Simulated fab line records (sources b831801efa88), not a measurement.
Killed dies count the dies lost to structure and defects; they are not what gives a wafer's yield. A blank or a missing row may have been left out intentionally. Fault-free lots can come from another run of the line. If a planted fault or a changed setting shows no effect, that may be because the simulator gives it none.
Which tool did it? || flow gf180mcu || 15 lots, 45 wafers sampled, at 2 steps of a route of 602

== WHAT THE GAUGES READ, wafer by wafer ==
GF_V1_THK_MEAS_01. Usual: V1_CVD_00_THK gives 601 nm (standard deviation 5.4).
{"lot": "L204", "measured": "day 16 23:35", "on": "film metro-03", "V1_CVD_00_THK (nm)": "595 592 602", "flag": ""}
{"lot": "L206", "measured": "day 17 21:13", "on": "film metro-01", "V1_CVD_00_THK (nm)": "589 594 592", "flag": ""}
{"lot": "L207", "measured": "day 18 10:10", "on": "film metro-01", "V1_CVD_00_THK (nm)": "599 597 592", "flag": ""}
{"lot": "L209", "measured": "day 19 04:57", "on": "film metro-02", "V1_CVD_00_THK (nm)": "600 603 596", "flag": ""}
{"lot": "L211", "measured": "day 20 03:10", "on": "film metro-03", "V1_CVD_00_THK (nm)": "596 596 603", "flag": ""}
{"lot": "L212", "measured": "day 20 05:21", "on": "film metro-02", "V1_CVD_00_THK (nm)": "601 598 599", "flag": ""}
{"lot": "L213", "measured": "day 20 14:50", "on": "film metro-01", "V1_CVD_00_THK (nm)": "596 599 604", "flag": ""}
{"lot": "L215", "measured": "day 21 10:55", "on": "film metro-02", "V1_CVD_00_THK (nm)": "609 604 610", "flag": ""}
{"lot": "L216", "measured": "day 21 20:17", "on": "film metro-03", "V1_CVD_00_THK (nm)": "594 603 606", "flag": ""}
{"lot": "L218", "measured": "day 22 12:58", "on": "film metro-02", "V1_CVD_00_THK (nm)": "601 604 599", "flag": ""}
{"lot": "L219", "measured": "day 22 15:56", "on": "film metro-03", "V1_CVD_00_THK (nm)": "600 600 595", "flag": ""}
{"lot": "L220", "measured": "day 23 03:25", "on": "film metro-02", "V1_CVD_00_THK (nm)": "602 606 603", "flag": ""}
{"lot": "L221", "measured": "day 23 10:30", "on": "film metro-03", "V1_CVD_00_THK (nm)": "601 595 604", "flag": ""}
{"lot": "L224", "measured": "day 24 10:49", "on": "film metro-02", "V1_CVD_00_THK (nm)": "599 598 604", "flag": ""}
{"lot": "L227", "measured": "day 25 13:07", "on": "film metro-02", "V1_CVD_00_THK (nm)": "597 597 596", "flag": ""}

== TOOL THAT RAN EACH LOT (tool first, then ch and the chambers of the sampled wafers, then the start) ==
{"lot": "L204", "GF_M1_STRIP_17": "plasma asher-03 ch 0,1, day 16 22:58"}
{"lot": "L206", "GF_M1_STRIP_17": "plasma asher-01 ch 0,1, day 17 20:37"}
{"lot": "L207", "GF_M1_STRIP_17": "plasma asher-03 ch 0,1, day 18 09:34"}
{"lot": "L209", "GF_M1_STRIP_17": "plasma asher-03 ch 0,1, day 19 04:20"}
{"lot": "L211", "GF_M1_STRIP_17": "plasma asher-03 ch 0,1, day 20 02:32"}
{"lot": "L212", "GF_M1_STRIP_17": "plasma asher-03 ch 0, day 20 04:44"}
{"lot": "L213", "GF_M1_STRIP_17": "plasma asher-04 ch 0,1, day 20 14:14"}
{"lot": "L215", "GF_M1_STRIP_17": "plasma asher-01 ch 0,1, day 21 10:17"}
{"lot": "L216", "GF_M1_STRIP_17": "plasma asher-01 ch 0,1, day 21 19:41"}
{"lot": "L218", "GF_M1_STRIP_17": "plasma asher-03 ch 0,1, day 22 12:20"}
{"lot": "L219", "GF_M1_STRIP_17": "plasma asher-04 ch 0,1, day 22 15:19"}
{"lot": "L220", "GF_M1_STRIP_17": "plasma asher-01 ch 0, day 23 02:49"}
{"lot": "L221", "GF_M1_STRIP_17": "plasma asher-03 ch 0,1, day 23 09:53"}
{"lot": "L224", "GF_M1_STRIP_17": "plasma asher-03 ch 0,1, day 24 10:13"}
{"lot": "L227", "GF_M1_STRIP_17": "plasma asher-01 ch 0,1, day 25 12:31"}
- GF_M1_STRIP_17: strips in O2/N2.

== AS READ BY THE TOOLS THEMSELVES (means over the sampled wafers that have a number; for cases with no such wafer, the mark the record gives instead) ==
GF_M1_STRIP_17. Usual: drypump motor current A 5.8 A, standard deviation 0.37; heater power w 367 W, standard deviation 31; oes product au 0.559 a.u., standard deviation 0.0045; platen temp c 250.03 C, standard deviation 0.18; strip time to endpoint s 7.89 s, standard deviation 0.038.
{"lot": "L204", "tool": "plasma asher-03", "drypump motor current A (A)": 5.7, "heater power w (W)": 388, "oes product au (a.u.)": 0.561, "platen temp c (C)": 250.21, "strip time to endpoint s (s)": 7.90, "flag": ""}
{"lot": "L206", "tool": "plasma asher-01", "drypump motor current A (A)": 6.0, "heater power w (W)": 383, "oes product au (a.u.)": 0.563, "platen temp c (C)": 250.10, "strip time to endpoint s (s)": 7.95, "flag": ""}
{"lot": "L207", "tool": "plasma asher-03", "drypump motor current A (A)": 5.7, "heater power w (W)": 390, "oes product au (a.u.)": 0.559, "platen temp c (C)": 249.93, "strip time to endpoint s (s)": 7.90, "flag": ""}
{"lot": "L209", "tool": "plasma asher-03", "drypump motor current A (A)": 5.6, "heater power w (W)": 381, "oes product au (a.u.)": 0.553, "platen temp c (C)": 250.03, "strip time to endpoint s (s)": 7.87, "flag": ""}
{"lot": "L211", "tool": "plasma asher-03", "drypump motor current A (A)": 5.7, "heater power w (W)": 394, "oes product au (a.u.)": 0.563, "platen temp c (C)": 249.88, "strip time to endpoint s (s)": 7.93, "flag": ""}
{"lot": "L212", "tool": "plasma asher-03", "drypump motor current A (A)": 5.4, "heater power w (W)": 380, "oes product au (a.u.)": 0.557, "platen temp c (C)": 249.94, "strip time to endpoint s (s)": 7.90, "flag": ""}
{"lot": "L213", "tool": "plasma asher-04", "drypump motor current A (A)": 6.2, "heater power w (W)": 310, "oes product au (a.u.)": 0.561, "platen temp c (C)": 249.97, "strip time to endpoint s (s)": 7.91, "flag": ""}
{"lot": "L215", "tool": "plasma asher-01", "drypump motor current A (A)": 6.0, "heater power w (W)": 352, "oes product au (a.u.)": 0.554, "platen temp c (C)": 249.93, "strip time to endpoint s (s)": 7.86, "flag": ""}
{"lot": "L216", "tool": "plasma asher-01", "drypump motor current A (A)": 6.0, "heater power w (W)": 358, "oes product au (a.u.)": 0.561, "platen temp c (C)": 249.85, "strip time to endpoint s (s)": 7.90, "flag": ""}
{"lot": "L218", "tool": "plasma asher-03", "drypump motor current A (A)": 5.7, "heater power w (W)": 391, "oes product au (a.u.)": 0.556, "platen temp c (C)": 250.04, "strip time to endpoint s (s)": 7.90, "flag": ""}
{"lot": "L219", "tool": "plasma asher-04", "drypump motor current A (A)": 6.2, "heater power w (W)": 310, "oes product au (a.u.)": 0.560, "platen temp c (C)": 249.91, "strip time to endpoint s (s)": 7.88, "flag": ""}
{"lot": "L220", "tool": "plasma asher-01", "drypump motor current A (A)": 6.3, "heater power w (W)": 367, "oes product au (a.u.)": 0.558, "platen temp c (C)": 250.01, "strip time to endpoint s (s)": 7.85, "flag": ""}
{"lot": "L221", "tool": "plasma asher-03", "drypump motor current A (A)": 5.7, "heater power w (W)": 396, "oes product au (a.u.)": 0.557, "platen temp c (C)": 250.10, "strip time to endpoint s (s)": 7.85, "flag": ""}
{"lot": "L224", "tool": "plasma asher-03", "drypump motor current A (A)": 5.7, "heater power w (W)": 391, "oes product au (a.u.)": 0.558, "platen temp c (C)": 250.15, "strip time to endpoint s (s)": 7.86, "flag": ""}
{"lot": "L227", "tool": "plasma asher-01", "drypump motor current A (A)": 5.7, "heater power w (W)": 342, "oes product au (a.u.)": 0.561, "platen temp c (C)": 250.17, "strip time to endpoint s (s)": 7.92, "flag": ""}

== THE ANSWER, worked out from the rows above alone ==
Rule: lot off if the mean of its wafers having a number is beyond 3 standard deviations from the usual mean. Also off: a lot with no number at a reading for which 4 or more lots have one. The other lots that the step has rows for count as sound. First the gauges in route order, then the tools' own readings, where a lot's mean is used as printed above. The first step at which some lot is off is used, and at that step the reading that is off furthest; a lot without a number counts as furthest.
None of the lots is off at any reading shown; this tells nothing.

== WHAT THE SIMULATOR HAD PUT IN ==
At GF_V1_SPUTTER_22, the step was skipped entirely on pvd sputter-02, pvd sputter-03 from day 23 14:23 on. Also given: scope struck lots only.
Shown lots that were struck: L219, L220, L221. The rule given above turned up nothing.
